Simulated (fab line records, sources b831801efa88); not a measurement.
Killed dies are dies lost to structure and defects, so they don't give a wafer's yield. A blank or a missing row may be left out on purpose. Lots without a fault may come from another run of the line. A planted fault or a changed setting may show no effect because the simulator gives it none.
One fault seen from 2 desks | flow gf180mcu | each desk has only its own numbers; what lay behind them comes last

THE METROLOGY DESK
What the gauges read, lot by lot, whatever tool the lot ran on: means of the sampled wafers that have a number. A lot is out of limits, marked OUT, if its mean lies more than 4 standard deviations from the usual mean; the brackets give that distance.
Columns: A = cd_nm at GF_V4_CD_MEAS_14, usual 259.7 nm; B = V4_OVL at GF_V4_OVL_MEAS_15, usual -1 nm; C = V5_W_RS at GF_V5_RS_MEAS_24, usual 0.330 ohm/sq
lot  | first seen here | A     | B  | C
L837 | day 24 10:56    | 257.0 | -7 | 0.329
L839 | day 24 21:47    | 259.0 | 2  | 0.329
L840 | day 25 17:32    | 260.6 | 0  | 0.332
L843 | day 26 09:29    | 258.9 | -3 | 0.330
L842 | day 26 10:31    | 259.5 | 6  | 0.331
L845 | day 27 06:32    | 259.2 | -9 | 0.335
L847 | day 27 19:26    | 259.7 | -1 | 0.332
L848 | day 28 05:53    | 259.5 | 6  | 0.336
L849 | day 28 22:22    | 260.6 | -3 | 0.330
L856 | day 30 06:55    | 258.4 | -4 | 0.333
L858 | day 30 22:18    | 259.3 | -3 | 0.326
L860 | day 31 07:54    | 259.4 | 2  | 0.329
This desk's finding: nothing out of limits on any of the 12 lots.

THE TOOL OWNER'S DESK: cvd_w-02
The tool's own readings at GF_V5_CVD_23 (deposits W, target thk 350 nm, time 104.9 s): means of the sampled wafers that have a number, for each lot that ran on this tool. A lot is out of limits, marked OUT, if its mean lies more than 4 standard deviations from the usual mean; the brackets give that distance.
Columns: A = chamber_pressure_Torr at GF_V5_CVD_23, usual 39.99 Torr; B = heater_power_w at GF_V5_CVD_23, usual 793 W; C = susceptor_temp_C at GF_V5_CVD_23, usual 400.01 C
lot  | first seen here | A               | B   | C
L837 | day 27 06:01    | 39.91           | 757 | 399.87
L839 | day 27 22:25    | 40.09           | 718 | 399.79
L843 | day 29 03:44    | 40.06           | 751 | 399.87
L847 | day 30 07:26    | 38.93 (-12) OUT | 720 | 399.85
L848 | day 30 21:34    | 38.95 (-11) OUT | 717 | 399.96
This desk's finding: out of limits on L847, L848; first on L847, day 30 07:26 (chamber_pressure_Torr at GF_V5_CVD_23). In limits: L837, L839, L843.

PUT TOGETHER
The tool owner's desk could have raised an alarm at day 30 07:26, on L847, L848.
The metrology desk saw nothing out of limits.
The metrology desk has L847, L848 on record, within its limits.
Of the lots named, all ran GF_V5_CVD_23 on cvd_w-02.

WHAT THE SIMULATOR HAD PUT IN
Process parameter drift: cvd_w-02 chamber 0, from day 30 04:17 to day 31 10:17, at GF_V5_CVD_23. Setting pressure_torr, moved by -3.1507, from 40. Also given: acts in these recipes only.
Lots struck among those shown: L847, L848.
Hours from the fault's start to each desk's first reading out of limits: the tool owner's desk, 3.
